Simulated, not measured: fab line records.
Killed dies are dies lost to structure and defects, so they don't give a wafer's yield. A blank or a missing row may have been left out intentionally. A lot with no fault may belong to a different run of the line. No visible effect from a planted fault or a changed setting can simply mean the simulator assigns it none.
Chamber matching + flow gf180mcu + GF_SAB_CVD_00 on pecvd-03 has 3 sister chambers
The step deposits SiO2 from TEOS, target thk 50 nm, time 4.788 s. 14 wafers are shown with their chamber, then 7 later ones without.

== EACH WAFER AND ITS CHAMBER ==
| wafer  | chamber | heater power w (W) | rf fwd power W (W) |
|--------|---------|--------------------|--------------------|
| L530.2 | 1       | 698                | 585.5              |
| L530.5 | 1       | 708                | 587.9              |
| L530.6 | 2       | 689                | 587.2              |
| L532.2 | 2       | 852                | 585.1              |
| L532.3 | 0       | 574                | 586.0              |
| L532.6 | 2       | 848                | 585.6              |
| L533.1 | 2       | 813                | 580.8              |
| L533.3 | 0       | 643                | 585.7              |
| L533.4 | 0       | 644                | 589.1              |
| L537.1 | 0       | 552                | 586.8              |
| L537.3 | 2       | 703                | 585.5              |
| L537.4 | 0       | 555                | 586.8              |
| L547.4 | 0       | 651                | 587.0              |
| L547.5 | 1       | 717                | 586.3              |

SIGNATURES (averages over the wafers above)
| reading        | chamber 0 | chamber 1 | chamber 2 | scatter within a chamber |
|----------------|-----------|-----------|-----------|--------------------------|
| heater power w | 603.17    | 707.67    | 781.00    | 57.7                     |
| rf fwd power W | 586.900   | 586.567   | 584.840   | 1.73                     |
Rule: for a wafer and a chamber, the distance is found by dividing, reading by reading, the gap between the wafer's reading and the chamber's mean by the reading's scatter, squaring, summing and taking the root. If the next closest chamber is less than 2 further off than the closest, the wafer can't be placed; otherwise it belongs to the closest. How the scatter is found: for the shown wafers, subtract from each reading the mean of its chamber, square and add these, divide the total by (wafers less chambers), then take the root.

== WAFERS WITHOUT THEIR CHAMBER ==
| wafer  | heater power w (W) | rf fwd power W (W) |
|--------|--------------------|--------------------|
| L547.6 | 682                | 585.4              |
| L550.3 | 606                | 584.5              |
| L550.5 | 598                | 584.6              |
| L550.6 | 595                | 584.9              |
| L552.1 | 647                | 584.2              |
| L552.2 | 710                | 590.5              |
| L552.5 | 740                | 587.3              |

== WHICH CHAMBER EACH WENT THROUGH ==
| wafer  | from the rows above          | in truth |
|--------|------------------------------|----------|
| L547.6 | can't be placed: 1 or 0 or 2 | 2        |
| L550.3 | can't be placed: 0 or 1 or 2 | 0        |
| L550.5 | can't be placed: 0 or 1 or 2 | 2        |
| L550.6 | can't be placed: 0 or 1      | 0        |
| L552.1 | can't be placed: 1 or 0 or 2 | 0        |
| L552.2 | can't be placed: 1 or 0 or 2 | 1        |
| L552.5 | can't be placed: 1 or 2 or 0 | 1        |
Placed correctly: 0 of 7. Can't be placed from these rows: 7 (the true chamber is among the candidates in 7). Number placed wrongly: 0.
